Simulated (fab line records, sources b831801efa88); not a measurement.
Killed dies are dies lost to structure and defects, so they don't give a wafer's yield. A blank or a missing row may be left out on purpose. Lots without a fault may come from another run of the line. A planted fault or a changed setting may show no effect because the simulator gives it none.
Which tool did it? | flow sky130 | 13 lots, 36 wafers sampled, at 4 steps of a route of 708

WHAT THE GAUGES READ, wafer by wafer
SKY_VIA1_THK_MEAS_01. Usual: VIA1_HDPCVD_THK 1031 nm, standard deviation 12.
lot  | measured     | on            | VIA1_HDPCVD_THK (nm) | flag
L166 | day 34 16:04 | film_metro-02 | 1013 1011 1012       |
L171 | day 35 11:07 | film_metro-02 | 1036 1539            | OFF
L172 | day 35 12:58 | film_metro-04 | 1523 1023            | OFF
L175 | day 35 14:35 | film_metro-04 | 1026 1533            | OFF
L178 | day 35 17:31 | film_metro-02 | 1038 1036 1018       |
L179 | day 40 22:18 | film_metro-03 | 1032 1059 1034       |
L180 | day 41 10:16 | film_metro-04 | 1029 1049 1038       |
L184 | day 41 11:23 | film_metro-03 | 1025 1032 1034       |
L183 | day 41 12:04 | film_metro-02 | 1022 1034 1027       |
L185 | day 41 14:23 | film_metro-02 | 1033 1025 1032       |
L181 | day 41 16:19 | film_metro-03 | 1030 1029 1056       |
L188 | day 41 19:34 | film_metro-02 | 1014 1027 1025       |
L187 | day 41 20:47 | film_metro-04 | 1015 1046 1037       |

SKY_VIA1_OVL_MEAS_13. Usual: VIA1_OVL -5 nm, standard deviation 5.2.
lot  | measured     | on         | VIA1_OVL (nm) | flag
L166 | day 35 19:01 | overlay-01 | 3 1 7         |
L171 | day 36 14:55 | overlay-01 | -1 -5         |
L172 | day 36 15:40 | overlay-01 | 4 2           |
L175 | day 36 18:05 | overlay-02 | -9 -7         |
L178 | day 36 20:56 | overlay-02 | -12 -11 -7    |
L179 | day 42 00:15 | overlay-01 | -15 -6 -3     |
L180 | day 42 12:30 | overlay-02 | -6 2 -12      |
L184 | day 42 13:26 | overlay-02 | -2 -7 -11     |
L183 | day 42 13:55 | overlay-02 | -10 -14 -10   |
L185 | day 42 16:58 | overlay-01 | 1 -5 5        |
L181 | day 42 18:05 | overlay-01 | -10 -9 -8     |
L188 | day 42 21:44 | overlay-02 | -12 -11 -7    |
L187 | day 42 22:37 | overlay-01 | -2 -9 -8      |

WHICH TOOL RAN EACH LOT (tool, then ch and the chambers of the sampled wafers, then the start)
lot  | SKY_SD_N_STRIP_11                    | SKY_VIA1_HDPCVD_00
L166 | plasma_asher-02 ch 0,1, day 29 18:46 | hdpcvd-02 ch 0,1,2, day 34 15:57
L171 | plasma_asher-02 ch 0, day 30 14:59   | hdpcvd-02 ch 0,1, day 35 11:00
L172 | plasma_asher-03 ch 0,1, day 30 16:20 | hdpcvd-02 ch 0,2, day 35 12:52
L175 | plasma_asher-01 ch 0, day 30 17:50   | hdpcvd-02 ch 0,1, day 35 14:28
L178 | plasma_asher-01 ch 0,1, day 30 19:28 | hdpcvd-01 ch 0,1, day 35 17:23
L179 | plasma_asher-03 ch 0, day 36 05:49   | hdpcvd-01 ch 1,2, day 40 22:11
L180 | plasma_asher-03 ch 0,1, day 36 18:50 | hdpcvd-01 ch 0,1,2, day 41 10:08
L184 | plasma_asher-01 ch 0,1, day 36 19:17 | hdpcvd-02 ch 0,2, day 41 11:17
L183 | plasma_asher-02 ch 0,1, day 36 20:16 | hdpcvd-02 ch 0,2, day 41 11:57
L185 | plasma_asher-01 ch 0,1, day 36 23:18 | hdpcvd-02 ch 0,2, day 41 14:17
L181 | plasma_asher-02 ch 0,1, day 37 01:57 | hdpcvd-01 ch 0,1,2, day 41 16:12
L188 | plasma_asher-02 ch 0,1, day 37 03:09 | hdpcvd-01 ch 0,1, day 41 19:27
L187 | plasma_asher-03 ch 0,1, day 37 05:31 | hdpcvd-01 ch 0,2, day 41 20:41
- SKY_SD_N_STRIP_11: strips in O2/N2.
- SKY_VIA1_HDPCVD_00: deposits SiO2, target thk 1030 nm, time 171.7 s.

WHAT THE TOOLS THEMSELVES READ (means of the sampled wafers that have a number; where no wafer has one, the mark that the record gives instead)
SKY_SD_N_STRIP_11. Usual: drypump_motor_current_A 5.62 A, standard deviation 0.27; oes_product_au 0.527 a.u., standard deviation 0.0043; strip_time_to_endpoint_s 22.56 s, standard deviation 0.037.
lot  | tool            | drypump_motor_current_A (A) | oes_product_au (a.u.) | strip_time_to_endpoint_s (s) | flag
L166 | plasma_asher-02 | 5.77                        | 0.525                 | 22.54                        |
L171 | plasma_asher-02 | 5.80                        | 0.530                 | 22.50                        |
L172 | plasma_asher-03 | 5.29                        | 0.526                 | 22.55                        |
L175 | plasma_asher-01 | 5.91                        | 0.526                 | 22.61                        |
L178 | plasma_asher-01 | 5.82                        | 0.528                 | 22.53                        |
L179 | plasma_asher-03 | 5.48                        | 0.531                 | 22.58                        |
L180 | plasma_asher-03 | 5.25                        | 0.528                 | 22.58                        |
L184 | plasma_asher-01 | 5.80                        | 0.528                 | 22.58                        |
L183 | plasma_asher-02 | 5.79                        | 0.527                 | 22.57                        |
L185 | plasma_asher-01 | 5.88                        | 0.529                 | 22.57                        |
L181 | plasma_asher-02 | 5.78                        | 0.524                 | 22.55                        |
L188 | plasma_asher-02 | 5.79                        | 0.530                 | 22.53                        |
L187 | plasma_asher-03 | 5.25                        | 0.529                 | 22.56                        |

THE ANSWER, worked out from the rows above alone
Rule: a lot is off if the mean of its wafers that have a number lies more than 3 standard deviations from the usual mean. A lot without any number at a reading at which 4 lots or more have one is off too. The other lots that the step has rows for count as sound. The gauges are gone through in route order, then the tools' own readings, and for those a lot's mean is taken as printed above. The first step at which some lot is off is used, and at that step the reading that is off furthest; a lot without a number counts as furthest.
Off: L171, L172, L175, at SKY_VIA1_THK_MEAS_01 (VIA1_HDPCVD_THK).
A tool fits if, at a process step before that reading, it ran every lot that is off, and no sound lot after the first of them. The gauges at SKY_VIA1_THK_MEAS_01 are tried like those tools. None of those tried fits.

WHAT THE SIMULATOR HAD PUT IN
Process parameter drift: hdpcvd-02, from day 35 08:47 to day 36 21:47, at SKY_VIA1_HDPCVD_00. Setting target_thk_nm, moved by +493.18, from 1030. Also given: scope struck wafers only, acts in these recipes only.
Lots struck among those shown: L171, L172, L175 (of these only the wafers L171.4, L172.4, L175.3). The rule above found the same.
